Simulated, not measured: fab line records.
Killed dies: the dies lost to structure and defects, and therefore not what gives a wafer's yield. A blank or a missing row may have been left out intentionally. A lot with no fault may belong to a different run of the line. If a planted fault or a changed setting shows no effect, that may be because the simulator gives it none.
Split-lot study ; flow sky130 ; 23 wafers read from 5 lots, route of 708 steps

== ON THE SPLIT ==
At SKY_METAL4_SPUTTER_01 (material TiN, target thk 20 nm, time 16.7 s), the setting time-s was moved away from the recipe's 16.7 s on 7 of the 23 wafers read, by -8.7% to +4.9%. All remaining wafers had this setting at the recipe value.

The split's own step is where the reading is taken.

== THE READING ==
TiN_of_METAL4_SPUTTER_01.thk-nm (the simulator's own value, which no gauge read), in nm, at SKY_METAL4_SPUTTER_01 (material TiN, target thk 20 nm, time 16.7 s). There is no usual value for it anywhere in the file. Here, 16 wafers ran the recipe; their average is 19.97 nm with a standard deviation of 0.3 nm.

wafer;tool, chamber at the split;time-s as run, s;against the recipe;TiN_of_METAL4_SPUTTER_01.thk-nm, nm;against lot-mates on the recipe
L074.1;pvd-sputter-04, -;15.24;-8.7%;18.62;-1.58
L074.2;pvd-sputter-04, -;16.7;recipe;20.35;-
L074.3;pvd-sputter-04, -;15.24;-8.7%;18.39;-1.81
L074.5;pvd-sputter-04, -;16.7;recipe;20.15;-
L074.6;pvd-sputter-04, -;16.7;recipe;20.11;-
L075.1;pvd-sputter-02, -;16.7;recipe;19.98;-
L075.4;pvd-sputter-02, -;16.7;recipe;19.98;-
L075.3;pvd-sputter-02, -;17.51;+4.9%;21.06;+1.02
L075.5;pvd-sputter-02, -;16.7;recipe;20.16;-
L075.6;pvd-sputter-02, -;17.51;+4.9%;20.95;+0.91
L076.1;pvd-sputter-02, -;16.7;recipe;19.88;-
L076.2;pvd-sputter-02, -;16.7;recipe;19.61;-
L076.5;pvd-sputter-02, -;16.7;recipe;19.43;-
L083.1;pvd-sputter-02, -;15.71;-5.9%;19.03;-1.35
L083.2;pvd-sputter-02, -;16.7;recipe;20.3;-
L083.3;pvd-sputter-02, -;16.7;recipe;20.47;-
L083.4;pvd-sputter-02, -;15.71;-5.9%;18.86;-1.52
L083.5;pvd-sputter-02, -;15.71;-5.9%;18.9;-1.48
L085.1;pvd-sputter-02, -;16.7;recipe;19.45;-
L085.2;pvd-sputter-02, -;16.7;recipe;19.91;-
L085.3;pvd-sputter-02, -;16.7;recipe;19.8;-
L085.4;pvd-sputter-02, -;16.7;recipe;20.18;-
L085.6;pvd-sputter-02, -;16.7;recipe;19.81;-

THE FIT
A straight line over all 23 wafers: TiN_of_METAL4_SPUTTER_01.thk-nm changes by +0.18 nm for each +1% of time-s; r = +0.93; the points scatter about the line by 0.27 nm.
The same after taking each lot's own level away (the mean of its wafers on the recipe; 23 wafers): +0.211 nm for each +1%; r = +0.97; scatter 0.18 nm.
On that fit, the largest move of time-s shifts the reading by 1.8 nm.
Across the lots, their own levels run from 19.640 to 20.385 nm, a range of 2.5 times the standard deviation given above.
In other words, the slope is changed by the lot-to-lot level; the two fits disagree.
Check: for one of the wafers moved furthest among these (-8.7%), held out of the fit, the line's prediction against its lot-mates is -1.96 nm. Against them it came out at -1.58 nm.

== OTHER SPLITS ON THESE WAFERS ==
Before the reading, these wafers also passed through other splits. Each is held against what the fit with the lots' levels taken away leaves over:
other split on the same wafers;wafers away from the commonest value;r with TiN_of_METAL4_SPUTTER_01.thk-nm (lot level and that fit taken away)
SKY_CAPM_EXPOSE_09 dose-mj;4;+0.16
SKY_METAL3_COAT_08 spin-rpm;10;+0.05
SKY_METAL3_SOFTBAKE_09 temp-c;8;+0.31
SKY_METAL3_ETCH_17 bias-w;8;+0.02

== FILE'S OWN FIT ==
TiN_of_METAL4_SPUTTER_01.thk-nm changes by +0.209 nm for each +1% of time-s, r = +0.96.
